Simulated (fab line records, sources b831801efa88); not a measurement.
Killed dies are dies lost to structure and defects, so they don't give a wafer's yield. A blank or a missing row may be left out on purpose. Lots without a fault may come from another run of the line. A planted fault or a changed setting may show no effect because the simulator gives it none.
Chamber matching | flow sky130 | SKY_VIA4_ETCH_12 on rie_diel-02: 4 sister chambers
The step etches SiO2 in C4F8/O2/Ar, stops on TiN, target depth 580 nm. 4 wafers are shown with their chamber, then 7 later ones without.

WAFERS WITH THEIR CHAMBER
wafer  | chamber | oes_product_au (a.u.)
L086.6 | 1       | 0.931
L087.5 | 2       | 0.922
L088.3 | 3       | 0.930
L088.4 | 0       | 0.924

WAFERS WITHOUT THEIR CHAMBER
wafer  | oes_product_au (a.u.)
L088.5 | 0.927
L094.2 | 0.920
L094.3 | 0.930
L094.5 | 0.929
L095.4 | 0.927
L095.5 | 0.920
L095.6 | 0.922

WHICH CHAMBER EACH WENT THROUGH
wafer  | from the rows above               | in truth
L088.5 | can't be placed: 0 or 3 or 1 or 2 | 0
L094.2 | can't be placed: 2 or 0           | 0
L094.3 | can't be placed: 3 or 1           | 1
L094.5 | can't be placed: 3 or 1           | 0
L095.4 | can't be placed: 0 or 3 or 1 or 2 | 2
L095.5 | can't be placed: 2 or 0           | 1
L095.6 | can't be placed: 2 or 0           | 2
Placed correctly: 0 of 7. Can't be placed from these rows: 7 (the true chamber is among the candidates in 5). Placed wrongly: 0.
How it was worked out, from the rows above alone: a wafer's distance from a chamber is the root of the sum, over the readings, of the square of ((its reading less the chamber's mean) divided by the reading's scatter). The wafer belongs to the nearest chamber; if the next one is less than 2 further off, it can't be placed. A chamber's mean is the mean of its shown wafers. The scatter: with one shown wafer a chamber, the root of the mean of the squares of how far each hidden wafer lies from its nearest shown one.
